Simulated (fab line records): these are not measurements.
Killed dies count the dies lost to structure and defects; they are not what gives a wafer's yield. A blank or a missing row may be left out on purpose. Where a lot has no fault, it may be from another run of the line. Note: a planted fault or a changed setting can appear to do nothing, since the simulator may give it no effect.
Which tool was responsible? :: flow gf180mcu :: Sampling: 13 lots, 39 wafers, 2 of 602 route steps

WHAT THE GAUGES READ, wafer by wafer
GF_M1_CD_MEAS_14 targets a cd of 230 nm.
lot: L428
measured: day 16 23:20
on: cd-sem-01
cd-nm (nm): 229.9 229.6 229.9

lot: L429
measured: day 17 10:26
on: cd-sem-01
cd-nm (nm): 230.9 231.8 231.3

lot: L430
measured: day 17 14:43
on: cd-sem-02
cd-nm (nm): 229.5 230.0 229.5

lot: L431
measured: day 17 18:29
on: cd-sem-01
cd-nm (nm): 229.1 228.6 227.9

lot: L432
measured: day 18 10:35
on: cd-sem-02
cd-nm (nm): 229.2 229.1 230.3

lot: L433
measured: day 18 19:10
on: cd-sem-02
cd-nm (nm): 229.4 228.6 228.5

lot: L434
measured: day 19 05:31
on: cd-sem-02
cd-nm (nm): 230.7 229.5 230.2

lot: L437
measured: day 20 10:50
on: cd-sem-01
cd-nm (nm): 229.8 229.6 228.3

lot: L441
measured: day 21 21:39
on: cd-sem-01
cd-nm (nm): 228.9 230.1 228.7

lot: L448
measured: day 24 07:28
on: cd-sem-01
cd-nm (nm): 232.7 233.5 232.5

lot: L449
measured: day 24 12:29
on: cd-sem-01
cd-nm (nm): 230.7 230.9 232.6

lot: L450
measured: day 24 19:46
on: cd-sem-01
cd-nm (nm): 229.3 229.2 230.1

lot: L451
measured: day 25 03:20
on: cd-sem-01
cd-nm (nm): 230.9 228.5 230.9

GF_M1_OVL_MEAS_15.
lot: L428
measured: day 16 23:25
on: overlay-02
M1_OVL (nm): 0 0 -3

lot: L429
measured: day 17 10:33
on: overlay-02
M1_OVL (nm): 2 -1 -1

lot: L430
measured: day 17 14:50
on: overlay-02
M1_OVL (nm): -3 -4 -8

lot: L431
measured: day 17 18:35
on: overlay-02
M1_OVL (nm): 0 2 1

lot: L432
measured: day 18 10:42
on: overlay-02
M1_OVL (nm): -3 -9 -1

lot: L433
measured: day 18 19:17
on: overlay-01
M1_OVL (nm): 6 -1 4

lot: L434
measured: day 19 05:38
on: overlay-02
M1_OVL (nm): 4 6 8

lot: L437
measured: day 20 10:55
on: overlay-02
M1_OVL (nm): -3 -4 -6

lot: L441
measured: day 21 21:45
on: overlay-01
M1_OVL (nm): -1 0 -13

lot: L448
measured: day 24 07:35
on: overlay-02
M1_OVL (nm): 7 11 6

lot: L449
measured: day 24 12:35
on: overlay-02
M1_OVL (nm): -6 -6 -5

lot: L450
measured: day 24 19:53
on: overlay-01
M1_OVL (nm): 2 -4 3

lot: L451
measured: day 25 03:25
on: overlay-01
M1_OVL (nm): -6 0 3

WHICH TOOL RAN EACH LOT (tool, then ch and the chambers of the sampled wafers, then the start)
No process step before these readings appears in the record.

WHAT THE TOOLS THEMSELVES READ (means of the sampled wafers that have a number; where no wafer has one, the mark that the record gives instead)
The record holds no such reading with a usual standard deviation.

THE ANSWER, worked out from the rows above alone
Rule: the lots themselves supply what counts as usual. Put in order of their means at a reading, lots are off if they are a third of the lots or fewer, leave a main group of 4 or more, and stand apart from it by a gap of 3 or more times the standard deviation of the main group's means; of several such gaps the widest counts. A main group is skipped when, at the precision printed for the reading in the tables above, its means are all equal. Also off: a lot with no number at a reading for which 4 or more lots have one. All remaining lots with rows at the step are treated as sound. First the gauges in route order, then the tools' own readings, where a lot's mean is used as printed above. At the first step where some lot is off, the reading lying furthest off is the one used; lots without a number count as furthest.
No lot is off on any of the readings shown, so nothing can be concluded from this.

WHAT THE SIMULATOR HAD PUT IN
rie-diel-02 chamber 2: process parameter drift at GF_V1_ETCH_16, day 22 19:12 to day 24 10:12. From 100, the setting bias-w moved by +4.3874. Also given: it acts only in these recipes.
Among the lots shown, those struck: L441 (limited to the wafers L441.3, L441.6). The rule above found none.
